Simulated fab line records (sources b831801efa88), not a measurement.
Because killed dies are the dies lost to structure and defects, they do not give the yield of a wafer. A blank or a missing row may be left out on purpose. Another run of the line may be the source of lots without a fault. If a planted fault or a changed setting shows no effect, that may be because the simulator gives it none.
A lot that was struck, set against a sound lot || flow gf180mcu || 17 steps out of a route of 602
Sound: the wafers L953.2, L953.3, L953.6. Struck: wafer L941.5; the same lot's L941.3 was not struck, so it is left out; see the end for the cause.
Order at every step that has rows: each side's tool, ch and its chambers, its first start. Under that, the readings that differ: sound wafers || struck wafers || difference of the means || sigmas: that difference in standard deviations of wafers without a fault.
alike: readings with means less than 2 such deviations apart, plus words and numbers identical on both sides. not compared: withheld readings, readings lacking a value on some wafer, bounds such as >300 that could conceal the same value, and numbers that have no deviation in the record and whose values overlap.
A row with sigmas, a row that says differs or no value, or rows on one side alone: a step with any of these is where the two part. Numbers that have no deviation but don't overlap get no sigmas and don't part them. Lack of a reading on every wafer of one side parts them only where that side has two or more wafers.

first, 3 steps without rows for these wafers: GF_V3_EXPOSE_11 (exposes mask Via3, target cd 260 nm); GF_V3_PEB_12 (peb time 90 s); GF_V3_DEVELOP_13 (develop time 60 s).
GF_V3_CD_MEAS_14: target cd 260 nm.
  sound: cdSem-01 at day 29 11:51; struck: cdSem-01 at day 26 01:55
  alike: cdNm
GF_V3_OVL_MEAS_15:
  sound: overlay-02 at day 29 11:58; struck: overlay-02 at day 26 02:01
  alike: V3_OVL
then, 1 step without rows for these wafers: GF_V3_ETCH_16 (etches BARC in N2/H2).
GF_V3_ETCH_17: etches SiO2 in C4F8/O2/Ar, stops on TiN, target depth 635 nm.
  sound on rieDiel-04 ch 2,3; struck on rieDiel-01 ch 2
  alike: oesProductAu
GF_V3_STRIP_18: strips in O2/N2.
  sound on plasmaAsher-03 ch 0,1, day 29 12:07; struck on plasmaAsher-03 ch 0, day 26 02:12
  alike: drypumpMotorCurrentA, heaterPowerW, oesProductAu, platenTempC
  not compared: rfHoursCounterH
then, 2 steps without rows for these wafers: GF_V3_STRIP_19 (strips in post etch residue remover, time 1200 s); GF_V3_CLEAN_20 (cleans in DIW).
GF_V3_SPUTTER_21: material Ti, target thk 15 nm, time 80.02 s.
  sound: pvdSputter-03 at day 29 12:39; struck: pvdSputter-02 at day 26 02:44
  alike: throttleValvePct
GF_V3_SPUTTER_22: material TiN, target thk 10 nm, time 40 s.
  sound: pvdSputter-03 at day 29 12:43; struck: pvdSputter-02 at day 26 02:47
  alike: throttleValvePct
GF_V3_CVD_23: deposits W, target thk 350 nm, time 104.9 s.
  sound on cvdW-02 ch 0,1, day 29 12:45; struck on cvdW-01 ch 1, day 26 02:52
{"reading": "model.W_of_V3_CVD_23.thkNm (nm)", "sound": "344.1 348.1 339.3", "struck": 499, "difference": "+155", "sigmas": ""}
  alike: heaterPowerW
GF_V3_RS_MEAS_24: measurement is done with a four-point probe.
  sound: filmMetro-01 at day 29 12:53; struck: filmMetro-02 at day 26 02:59
{"reading": "V3_W_RS (ohm/sq)", "sound": "0.332 0.329 0.337", "struck": 0.229, "difference": -0.104, "sigmas": -29}
GF_V3_THK_MEAS_25: measures by xrf.
  sound: filmMetro-01 at day 29 12:59; struck: filmMetro-02 at day 26 03:05
{"reading": "V3_W_THK (nm)", "sound": "341 347 337", "struck": 501, "difference": "+159", "sigmas": "+36"}
GF_V3_CMP_26: polishes, stops on SiO2, t overpolish 15 s, target thk 0 nm.
  sound on cmp-01 ch 0,2, day 29 13:05; struck on cmp-01 ch 3, day 26 03:13
{"reading": "timeToEndpointS (s)", "sound": "89 91 90", "struck": 123, "difference": "+33", "sigmas": "+9"}
  alike: headPressurePsi, motorCurrentA
GF_M4_SPUTTER_00: material Ti, target thk 37.5 nm, time 150 s.
  sound: pvdSputter-03 at day 29 13:20; struck: pvdSputter-03 at day 26 03:25
  alike: throttleValvePct

## WHERE THEY PART
At GF_V3_RS_MEAS_24 first; at GF_V3_CMP_26 last (within this record only). Later steps at which nothing parts them and some readings are alike: GF_M4_SPUTTER_00.

WHY: what had been put in by the simulator
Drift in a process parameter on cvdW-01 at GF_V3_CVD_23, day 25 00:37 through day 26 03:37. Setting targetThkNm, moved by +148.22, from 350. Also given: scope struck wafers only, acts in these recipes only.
